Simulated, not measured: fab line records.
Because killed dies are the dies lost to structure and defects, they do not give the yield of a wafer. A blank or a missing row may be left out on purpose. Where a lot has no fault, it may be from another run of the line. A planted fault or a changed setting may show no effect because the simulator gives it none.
Struck lot and sound lot, side by side || flow sky130 || 15 steps out of a route of 708
Sound: the wafers L550.2, L550.4. Wafers struck: L539.2, L539.3, L539.5. The cause is named last.
At each step with rows: each side's tool, then ch and its chambers, then its first start. Under that, the readings that differ: sound wafers || struck wafers || difference of the means || sigmas: that difference in standard deviations of wafers without a fault.
alike: readings whose means differ by less than 2 such deviations, and words and numbers that are the same on both sides. not compared: withheld readings, readings that some wafer has no value for, bounds like >300 that may hide the same value, and numbers for which the record gives no deviation and whose values overlap.
The two part at a step that has a row with sigmas, a row that says differs or no value, or rows on one side only. Numbers that don't overlap but have no deviation are shown without sigmas and don't part them. A reading that every wafer of one side lacks parts them only if that side has two wafers or more.

SKY_CONTACT_ETCH_17: etches SiO2 in C4F8/O2/Ar, stops on Si3N4, target depth 340 nm.
  sound on rie diel-01 ch 0,2, day 37 04:40; struck on rie diel-04 ch 0,2,3, day 34 01:25
  alike: oes product au
SKY_CONTACT_ETCH_18: etches Si3N4 in CHF3/O2, stops on TiN, time 39 s, target depth 75 nm.
  sound on rie diel-01 ch 0,2; struck on rie diel-04 ch 0,2,3
  alike: drypump motor current A, oes product au, throttle valve pct
  not compared: rf hours counter h
SKY_CONTACT_STRIP_19: strips in O2/N2.
  sound on plasma asher-01 ch 1, day 37 04:45; struck on plasma asher-02 ch 0, day 34 01:30
  alike: drypump motor current A, oes product au, strip time to endpoint s
  not compared: rf hours counter h
then, 3 steps without rows for these wafers: SKY_CONTACT_STRIP_20 (strips in post etch residue remover, time 1200 s); SKY_CONTACT_CLEAN_21 (cleans in IPA, time 180 s); SKY_CONTACT_CLEAN_22 (cleans in O3/DIW).
SKY_CONTACT_SPUTTER_23: material TiN, target thk 20 nm, time 80 s.
  struck on pvd sputter-04, day 34 02:07; sound on pvd sputter-02, day 37 05:23
  alike: throttle valve pct
then, 1 step without rows for these wafers: SKY_CONTACT_CVD_24 (deposits W, target thk 340 nm, time 102.12 s).
SKY_CONTACT_RS_MEAS_25: uses a four-point probe to measure.
  struck on film metro-03, day 34 02:19; sound on film metro-03, day 37 05:34
  alike: CONTACT_W_RS
SKY_CONTACT_THK_MEAS_26: measures by xrf.
  struck on film metro-03, day 34 02:25; sound on film metro-03, day 37 05:41
  alike: CONTACT_W_THK
then, 1 step without rows for these wafers: SKY_CONTACT_CMP_27 (polishes, stops on SiO2, t overpolish 15 s, target thk 0 nm).
SKY_METAL1_SPUTTER_00: material Ti, target thk 15 nm, time 10 s.
  struck on pvd sputter-01, day 34 03:12; sound on pvd sputter-04, day 37 06:02
  alike: throttle valve pct
SKY_METAL1_SPUTTER_01: material TiN, target thk 20 nm, time 16.7 s.
  struck on pvd sputter-01, day 34 03:13; sound on pvd sputter-04, day 37 06:04
{"reading": "model.TiN_of_METAL1_SPUTTER_01.thk nm (nm)", "sound": "19.35 20.05", "struck": "16.06 15.77 16.02", "difference": -3.75, "sigmas": ""}
  alike: throttle valve pct
then, 1 step without rows for these wafers: SKY_METAL1_SPUTTER_02 (material AlCu, target thk 250 nm, time 13.3 s).
-- the record jumps here: 14 days lie between the struck wafers' starts before and after (it left off in module METAL1 and takes up again in module PAD_OPEN, whose first step shown is number 708 of the route) --
SKY_PAD_OPEN_PROBE_99:
  struck on prober-02, day 47 17:40; sound on prober-01, day 49 23:50
{"reading": "model.etest.tip n.rs ohm sq", "sound": "444.6 448", "struck": "391.6 389.1 389.6", "difference": -56.2, "sigmas": ""}
{"reading": "model.etest.nfet_01v8_lvt.drive ua um", "sound": "547.3 556.8", "struck": "626.2 607.4 624.4", "difference": "+67.3", "sigmas": ""}
{"reading": "model.etest.nfet_01v8_turned.drive ua um", "sound": "476.9 487.8", "struck": "568.1 538.6 552.9", "difference": "+70.9", "sigmas": ""}
{"reading": "model.etest.nfet_01v8.drive ua um", "sound": "480.3 486.4", "struck": "553.6 533 544.9", "difference": "+60.5", "sigmas": ""}
{"reading": "model.etest.sram nfet pass.drive ua um", "sound": "477.4 485.3", "struck": "548.8 500 528", "difference": "+44.2", "sigmas": ""}
{"reading": "model.etest.nfet_01v8_swapped.drive ua um", "sound": "474.8 486.3", "struck": "547.5 527.6 541.8", "difference": "+58.4", "sigmas": ""}
{"reading": "model.etest.nfet_01v8.r on ohm um", "sound": "865.3 854.1", "struck": "793.2 824.3 810.2", "difference": -50.5, "sigmas": ""}
{"reading": "model.etest.res ndiff.rs ohm sq", "sound": "122.3 121", "struck": "116.7 117.9 118.1", "difference": -4.1, "sigmas": ""}
  alike: killed_at_M0_to_M3, killed_at_M4_up, killed at contacts, killed at front end, killed at other, killed dies, killed open, killed short

## WHERE THEY PART
Nowhere in this record.

WHY: what had been put in by the simulator
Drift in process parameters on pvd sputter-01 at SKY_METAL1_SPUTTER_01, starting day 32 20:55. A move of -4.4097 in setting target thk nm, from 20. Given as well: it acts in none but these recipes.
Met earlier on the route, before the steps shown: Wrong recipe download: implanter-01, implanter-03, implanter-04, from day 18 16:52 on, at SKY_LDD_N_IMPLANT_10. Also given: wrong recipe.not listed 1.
